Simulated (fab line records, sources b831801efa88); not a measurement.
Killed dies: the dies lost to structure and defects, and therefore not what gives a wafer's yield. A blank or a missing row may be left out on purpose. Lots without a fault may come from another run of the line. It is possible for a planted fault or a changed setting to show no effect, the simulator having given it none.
Problem report in the 8D (eight disciplines) form, filled by code -- flow sky130 -- the parts of the form that need people (team, actions taken, sign-off) are left out

## 1. WHAT WENT WRONG
Mean VIA2_HDPCVD_THK at SKY_VIA2_THK_MEAS_01: 593 nm over 3 wafers in 3 lots; fault-free wafers: 1180 nm, standard deviation 12. That puts it -49 standard deviations away from the usual mean.
Earliest sighting: wafer L737.2 on film metro-04 at day 42 03:14. The record holds 39 wafers of 13 lots with a number at this step. Rule for "out" (also "out of limits"): further than 4 standard deviations from the usual mean. Any other wafer with a number is counted as sound.

## 2. WHAT IT IS, AND WHAT IT ISN'T
question,is,is not
which readings at this step,VIA2_HDPCVD_THK,-
which lots,"L737, L738, L739","L718, L719, L721, L722, L723, L724, L725, L726, L727, L729"
which wafers of those lots,"L737.2, L738.5, L739.3","L737.1, L737.6, L738.1, L738.4, L739.1, L739.6"
read on which gauges,"film metro-01, film metro-04",film metro-02
when,from day 42 03:14,"up to then (32 sound wafers); but 4 sound wafers of L738, L739 came after"

## 3. THE SUSPECTS, EACH WITH WHAT RULES IT OUT
Counting: any tool at a process step up to the reading remains a suspect provided it ran every lot that is out. Sound lots after the first of them don't rule it out here, since some wafers of a struck lot are sound.
- the gauge at SKY_VIA2_THK_MEAS_01 has been ruled out. 2 gauges (film metro-01, film metro-04) read the wafers that are out.
- hdpcvd-01 at SKY_VIA2_HDPCVD_00 (deposits SiO2, target thk 1180 nm, time 196.7 s): kept. Every lot that is out went through it, the first being L737 (day 42 03:06); the last sound lot it ran before that was L729 (day 39 12:48).
After counting, what remains is hdpcvd-01 at SKY_VIA2_HDPCVD_00.

## 4. THE CAUSE (what the simulator had put in)
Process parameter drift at SKY_VIA2_HDPCVD_00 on hdpcvd-01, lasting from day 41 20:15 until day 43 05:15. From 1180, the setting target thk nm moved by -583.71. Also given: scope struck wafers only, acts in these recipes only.
After counting, this tool was the only one left.

## 5. THE EFFECT CHAIN, in route order
Each row: a reading where the mean over the struck wafers with a number is more than 3 standard deviations away from the usual. Readings are gone through only where the record gives a usual standard deviation; hours: the median, over the lots, of the time from a lot's start at the first step in this table giving one to that lot's start at this step; sigmas: the change measured in usual standard deviations.
hours,step,reading,usual,on struck wafers,change,sigmas
0,SKY_VIA2_THK_MEAS_01,VIA2_HDPCVD_THK,1180 nm,593,-587,-49
Later steps that measure or inspect, where all struck wafers having a row at the step show a number for every such reading and not one has moved that far: SKY_VIA2_OVL_MEAS_13.

## 6. WHAT WOULD HAVE CAUGHT IT SOONER
Counted from the fault's start at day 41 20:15, it took 7 hours until the first out-of-limits reading at a measuring or inspecting step in this record, taken at day 42 03:14.
L738, L739, from the lots that are out (3), started SKY_VIA2_HDPCVD_00 on hdpcvd-01 later than day 42 03:14. A hold on the tool at that time would have spared those 2.
